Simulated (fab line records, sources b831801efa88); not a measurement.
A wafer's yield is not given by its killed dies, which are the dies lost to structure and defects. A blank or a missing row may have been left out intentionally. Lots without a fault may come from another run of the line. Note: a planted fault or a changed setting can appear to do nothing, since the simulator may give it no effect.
2 desks looking at one fault :: flow gf180mcu :: each desk has only its own numbers; what lay behind them comes last

## FROM THE METROLOGY DESK
Means of the sampled wafers that have a number, per lot and without regard to the tool the lot ran on: this is what the gauges read. The brackets show how far a lot's mean lies from the usual mean; more than 4 standard deviations puts the lot out of limits, marked OUT.
Columns: A = MVSD_TW at GF_MVSD_TW_MEAS_11, usual 1569; B = cd nm at GF_V3_CD_MEAS_14, usual 260.0 nm
lot: L460
first seen here: day 4 11:03
A: 1553
B: 260.0

lot: L461
first seen here: day 4 16:33
A: 1562
B: 260.4

lot: L462
first seen here: day 4 23:05
A: 1554
B: 259.7

lot: L463
first seen here: day 5 03:38
A: 1576
B: 259.1

lot: L464
first seen here: day 5 08:54
A: 1574
B: 259.1

lot: L465
first seen here: day 5 17:08
A: 30 (-99 or more) OUT
B: 260.0

lot: L466
first seen here: day 5 22:48
A: 30 (-99 or more) OUT
B: 258.5

lot: L469
first seen here: day 6 15:06
A: 1551
B: 259.8

lot: L470
first seen here: day 6 20:30
A: 1562
B: 260.6

lot: L476
first seen here: day 8 11:01
A: 1575
B: 258.8

lot: L477
first seen here: day 8 14:05
A: 1575
B: 260.3

lot: L479
first seen here: day 8 23:19
A: 1580
B: 258.6

lot: L482
first seen here: day 9 18:32
A: 1571
B: 262.4

lot: L483
first seen here: day 10 00:20
A: 1579
B: 261.2
Per this desk, out of limits: L465, L466; the first was L465, day 5 17:08 (MVSD_TW at GF_MVSD_TW_MEAS_11). L460, L461, L462, L463, L464, L469, L470, L476, L477, L479, L482, L483: within limits.

## AT THE TOOL OWNER'S DESK: plasma asher-01
The tool's own readings at GF_LVPWELL_STRIP_10 (strips in O2/N2): means of the sampled wafers that have a number, for each lot that ran on this tool. The brackets show how far a lot's mean lies from the usual mean; more than 4 standard deviations puts the lot out of limits, marked OUT.
Columns: A = chamber pressure mTorr at GF_LVPWELL_STRIP_10, usual 1500.2 mTorr; B = drypump motor current A at GF_LVPWELL_STRIP_10, usual 5.9 A; C = heater power w at GF_LVPWELL_STRIP_10, usual 324 W; D = oes product au at GF_LVPWELL_STRIP_10, usual 0.723 a.u.; E = strip time to endpoint s at GF_LVPWELL_STRIP_10, usual 36.97 s
lot: L461
first seen here: day 4 02:43
A: 1500.8
B: 6.2
C: 328
D: 0.726
E: 36.95

lot: L462
first seen here: day 4 08:47
A: 1500.5
B: 5.8
C: 352
D: 0.724
E: 36.87

lot: L464
first seen here: day 4 18:32
A: 1500.9
B: 6.2
C: 327
D: 0.724
E: 37.00

lot: L479
first seen here: day 8 06:41
A: 1500.8
B: 6.2
C: 330
D: 0.725
E: 37.10

lot: L482
first seen here: day 9 00:53
A: 1500.7
B: 5.9
C: 346
D: 0.723
E: 36.80
This desk found nothing out of limits on any of the 5 lots.

## BROUGHT TOGETHER
L465, L466 would have let the metrology desk raise an alarm at day 5 17:08.
Nothing out of limits was seen by the tool owner's desk.
The tool owner's desk has no number on record for L465, L466.
GF_LVPWELL_STRIP_10 was run on plasma asher-01 by each of the lots named.

## WHAT THE SIMULATOR PUT IN
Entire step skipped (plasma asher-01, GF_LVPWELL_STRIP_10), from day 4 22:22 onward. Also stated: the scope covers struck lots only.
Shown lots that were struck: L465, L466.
Time in hours between the start of the fault and the first out-of-limits reading at each desk: metrology desk, 19.
